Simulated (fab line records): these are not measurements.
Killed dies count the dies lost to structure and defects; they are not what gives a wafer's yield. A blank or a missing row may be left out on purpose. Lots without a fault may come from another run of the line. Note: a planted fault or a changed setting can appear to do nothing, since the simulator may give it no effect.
A struck lot beside a sound one + flow sky130 + 16 steps out of a route of 708
Sound: wafers L797.1, L797.2, L797.5. Struck: wafers L805.3, L805.4, L805.6. Last of all comes the cause.
Each step with rows lists, per side, the tool, then ch with its chambers, then its first start. Under that, the readings that differ: sound wafers + struck wafers + difference of the means + sigmas: that difference in standard deviations of wafers without a fault.
alike: readings with means less than 2 such deviations apart, plus words and numbers identical on both sides. not compared: withheld readings, readings lacking a value on some wafer, bounds such as >300 that could conceal the same value, and numbers that have no deviation in the record and whose values overlap.
Wherever a step has rows on one side only, a row that says differs or no value, or a row with sigmas, the two part there. Numbers that don't overlap but have no deviation are shown without sigmas and don't part them. Lack of a reading on every wafer of one side parts them only where that side has two or more wafers.

first, 4 steps without rows for these wafers: SKY_RES_XHIGH_EXPOSE_04 (exposes mask URPM, target cd 1270 nm); SKY_RES_XHIGH_PEB_05; SKY_RES_XHIGH_DEVELOP_06 (develop time 60 s); SKY_RES_XHIGH_IMPLANT_07.
SKY_RES_XHIGH_STRIP_08: strips in O2/N2.
  sound on plasma-asher-03 ch 0,1, day 29 12:19; struck on plasma-asher-01 ch 0,1, day 32 12:47
| reading                     | sound       | struck      | difference | sigmas |
|-----------------------------|-------------|-------------|------------|--------|
| drypump-motor-current-A (A) | 6.3 6.2 6.3 | 4.9 5.4 4.9 | -1.2       | -3     |
  alike: o2-flow-sccm, oes-product-au, strip-time-to-endpoint-s
  not compared: rf-hours-counter-h
SKY_RES_XHIGH_TW_MEAS_09:
  struck on film-metro-01, day 32 12:53; sound on film-metro-02, day 29 12:25
  alike: RES_XHIGH_TW
then, 6 steps without rows for these wafers: SKY_SD_N_DEHYDRATE_00 (time 60 s); SKY_SD_N_HMDS_01 (prime time 60 s); SKY_SD_N_COAT_02 (resist thk 1140 nm); SKY_SD_N_SOFTBAKE_03 (time 60 s); SKY_SD_N_EXPOSE_04 (exposes mask NSDM, target cd 380 nm); SKY_SD_N_PEB_05.
SKY_SD_N_DEVELOP_06: develop time 60 s.
  sound on litho-track-04 ch 0, day 30 15:10; struck on litho-track-04 ch 0, day 33 16:10
| reading              | sound             | struck            | difference | sigmas |
|----------------------|-------------------|-------------------|------------|--------|
| developer-temp-C (C) | 23.05 22.86 22.99 | 20.70 20.76 20.80 | -2.21      | -24    |
  alike: chill-plate-temp-C
SKY_SD_N_CD_MEAS_07: target cd 380 nm.
  struck on cd-sem-01, day 33 16:19; sound on cd-sem-01, day 30 15:19
| reading    | sound             | struck            | difference | sigmas |
|------------|-------------------|-------------------|------------|--------|
| cd-nm (nm) | 378.1 378.6 380.0 | 385.0 385.9 386.1 | +6.8       | +3     |
  not compared: hold
SKY_SD_N_OVL_MEAS_08:
  struck on overlay-01, day 33 16:24; sound on overlay-02, day 30 15:26
  alike: SD_N_OVL
  not compared: hold
-- record jumps: 16 days separate the struck wafers' starts on either side; left off in module SD_N, taken up again in module PAD_OPEN, whose first shown step is the route's number 708 --
SKY_PAD_OPEN_PROBE_99:
  struck on prober-02, day 50 02:59; sound on prober-01, day 47 19:52
| reading            | sound    | struck   | difference | sigmas |
|--------------------|----------|----------|------------|--------|
| killed-at-contacts | 13 15 22 | 35 23 26 | +11        | +2     |
  alike: killed_at_M0_to_M3, killed_at_M4_up, killed-at-front-end, killed-at-other, killed-dies, killed-open, killed-short

## WHERE THEY PART
Earliest at SKY_RES_XHIGH_STRIP_08; latest, in this record, at SKY_PAD_OPEN_PROBE_99.

WHY: the cause the simulator had injected
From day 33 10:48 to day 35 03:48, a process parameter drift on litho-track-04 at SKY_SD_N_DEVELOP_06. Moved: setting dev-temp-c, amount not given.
